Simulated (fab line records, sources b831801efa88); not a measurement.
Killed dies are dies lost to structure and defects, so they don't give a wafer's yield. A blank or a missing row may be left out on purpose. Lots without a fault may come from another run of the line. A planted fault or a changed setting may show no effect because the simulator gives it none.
Tool commonality check | flow sky130 | 11 lots, 33 wafers sampled

WHY IT WAS OPENED
At SKY_SD_P_TW_MEAS_11 the reading SD_P_TW is flagged on 1 of 11 lots. Wafers without a fault read 2822, standard deviation 15.
Rule: a lot is flagged when every wafer of it that has a number lies more than 4 standard deviations from that mean, or none has a number. The other lots count as sound.

lot  | measured     | on            | SD_P_TW, wafer by wafer | flag
L492 | day 25 03:19 | film_metro-03 | 2850 2854 2849          |
L493 | day 26 06:15 | film_metro-03 | 2824 2844 2839          |
L494 | day 26 23:02 | film_metro-02 | 2815 2817 2820          |
L496 | day 28 09:30 | film_metro-03 | 2833 2828 2847          |
L498 | day 29 02:25 | film_metro-03 | 2843 2839 2837          |
L500 | day 29 05:58 | film_metro-01 | 2806 2814 2814          |
L501 | day 29 06:16 | film_metro-02 | 2817 2820 2824          |
L503 | day 30 13:30 | film_metro-01 | 2819 2813 2805          |
L506 | day 31 13:58 | film_metro-01 | 30 30 30                | FLAGGED
L509 | day 32 00:16 | film_metro-01 | 2792 2796 2810          |
L511 | day 32 11:46 | film_metro-02 | 2828 2842 2816          |
The numbers of the flagged lots are 30 on average: -2792 against the usual, or -99 or more standard deviations.

WHICH TOOL RAN EACH LOT
The record holds 3 process steps before the reading, out of a route of 708 steps. In each cell: the tool, then ch and the chambers that the sampled wafers went through, then the start.
lot  | flag    | SKY_LDD_LDN_STRIP_12                 | SKY_POLY_CUT_ETCH_11               | SKY_SD_P_EXPOSE_04
L492 |         | plasma_asher-03 ch 0,1, day 22 13:20 | rie_diel-03 ch 0,2, day 23 21:50   | iline_stepper-01 ch 0, day 24 12:59
L493 |         | plasma_asher-01 ch 0,1, day 23 17:22 | rie_diel-03 ch 0,1,3, day 25 00:50 | iline_stepper-02 ch 0, day 25 14:59
L494 |         | plasma_asher-01 ch 0,1, day 24 10:35 | rie_diel-03 ch 0,2,3, day 25 18:20 | iline_stepper-02 ch 0, day 26 08:59
L496 |         | plasma_asher-03 ch 0,1, day 25 21:32 | rie_diel-02 ch 0,1,3, day 27 04:44 | iline_stepper-01 ch 0, day 27 19:43
L498 |         | plasma_asher-03 ch 0,1, day 26 15:55 | rie_diel-04 ch 2,3, day 27 21:56   | iline_stepper-01 ch 0, day 28 12:28
L500 |         | plasma_asher-02 ch 0,1, day 26 17:50 | rie_diel-04 ch 0,1, day 28 01:11   | iline_stepper-01 ch 0, day 28 15:52
L501 |         | plasma_asher-01 ch 0,1, day 26 18:25 | rie_diel-02 ch 0,1,3, day 28 01:35 | iline_stepper-01 ch 0, day 28 15:59
L503 |         | plasma_asher-03 ch 0,1, day 28 02:47 | rie_diel-03 ch 0,1,2, day 29 09:53 | iline_stepper-01 ch 0, day 30 00:11
L506 | FLAGGED | plasma_asher-01 ch 0,1, day 29 04:14 | rie_diel-04 ch 0,1,3, day 30 09:41 | iline_stepper-02 ch 0, day 31 00:13
L509 |         | plasma_asher-03 ch 0,1, day 29 14:38 | rie_diel-04 ch 0,1,3, day 30 20:35 | iline_stepper-01 ch 0, day 31 10:23
L511 |         | plasma_asher-03 ch 0,1, day 30 01:34 | rie_diel-03 ch 1,2, day 31 08:32   | iline_stepper-01 ch 0, day 31 21:50
What these steps do:
- SKY_LDD_LDN_STRIP_12: strips in O2/N2.
- SKY_POLY_CUT_ETCH_11: etches Si3N4 in CF4/CH2F2/Ar, stops on poly-Si, time 42.5 s, target depth 60 nm.
- SKY_SD_P_EXPOSE_04: exposes mask PSDM, target cd 380 nm.
- SKY_SD_P_TW_MEAS_11

FLAGGED OVER TOTAL, TOOL BY TOOL (the gauges that took the reading come last)
step                 | tool             | lots run | flagged | share of the flagged lots | sound lots run after its first flagged lot
SKY_LDD_LDN_STRIP_12 | plasma_asher-01  | 4        | 1       | all                       | 0
SKY_LDD_LDN_STRIP_12 | plasma_asher-02  | 1        | 0       | none                      | -
SKY_LDD_LDN_STRIP_12 | plasma_asher-03  | 6        | 0       | none                      | -
SKY_POLY_CUT_ETCH_11 | rie_diel-02      | 2        | 0       | none                      | -
SKY_POLY_CUT_ETCH_11 | rie_diel-03      | 5        | 0       | none                      | -
SKY_POLY_CUT_ETCH_11 | rie_diel-04      | 4        | 1       | all                       | 1 (L509)
SKY_SD_P_EXPOSE_04   | iline_stepper-01 | 8        | 0       | none                      | -
SKY_SD_P_EXPOSE_04   | iline_stepper-02 | 3        | 1       | all                       | 0
SKY_SD_P_TW_MEAS_11  | film_metro-01    | 4        | 1       | all                       | 1 (L509)
SKY_SD_P_TW_MEAS_11  | film_metro-02    | 3        | 0       | none                      | -
SKY_SD_P_TW_MEAS_11  | film_metro-03    | 4        | 0       | none                      | -

WHAT THE TABLE ALLOWS
4 rows of the table ran every flagged lot: plasma_asher-01 at SKY_LDD_LDN_STRIP_12, rie_diel-04 at SKY_POLY_CUT_ETCH_11, iline_stepper-02 at SKY_SD_P_EXPOSE_04, film_metro-01 at SKY_SD_P_TW_MEAS_11.
- plasma_asher-01 at SKY_LDD_LDN_STRIP_12: 1 of its 4 lots flagged. Its last sound lot is L501 (day 26 18:25), its first flagged lot L506 (day 29 04:14): a fault that began between those two fits.
- rie_diel-04 at SKY_POLY_CUT_ETCH_11: 1 of its 4 lots flagged. Sound lots ran on it after the first flagged one (L509), which a lasting fault on the whole tool wouldn't allow.
- iline_stepper-02 at SKY_SD_P_EXPOSE_04: 1 of its 3 lots flagged. Its last sound lot is L494 (day 26 08:59), its first flagged lot L506 (day 31 00:13): a fault that began between those two fits.
- film_metro-01 at SKY_SD_P_TW_MEAS_11: 1 of its 4 lots flagged. Sound lots ran on it after the first flagged one (L509), which a lasting fault on the whole tool wouldn't allow.
Counting lots can't tell these 2 tools apart, because each fits a fault that began at some hour. More lots, or a look at what each step does to the wafer, might.

WHAT THE SIMULATOR HAD PUT IN
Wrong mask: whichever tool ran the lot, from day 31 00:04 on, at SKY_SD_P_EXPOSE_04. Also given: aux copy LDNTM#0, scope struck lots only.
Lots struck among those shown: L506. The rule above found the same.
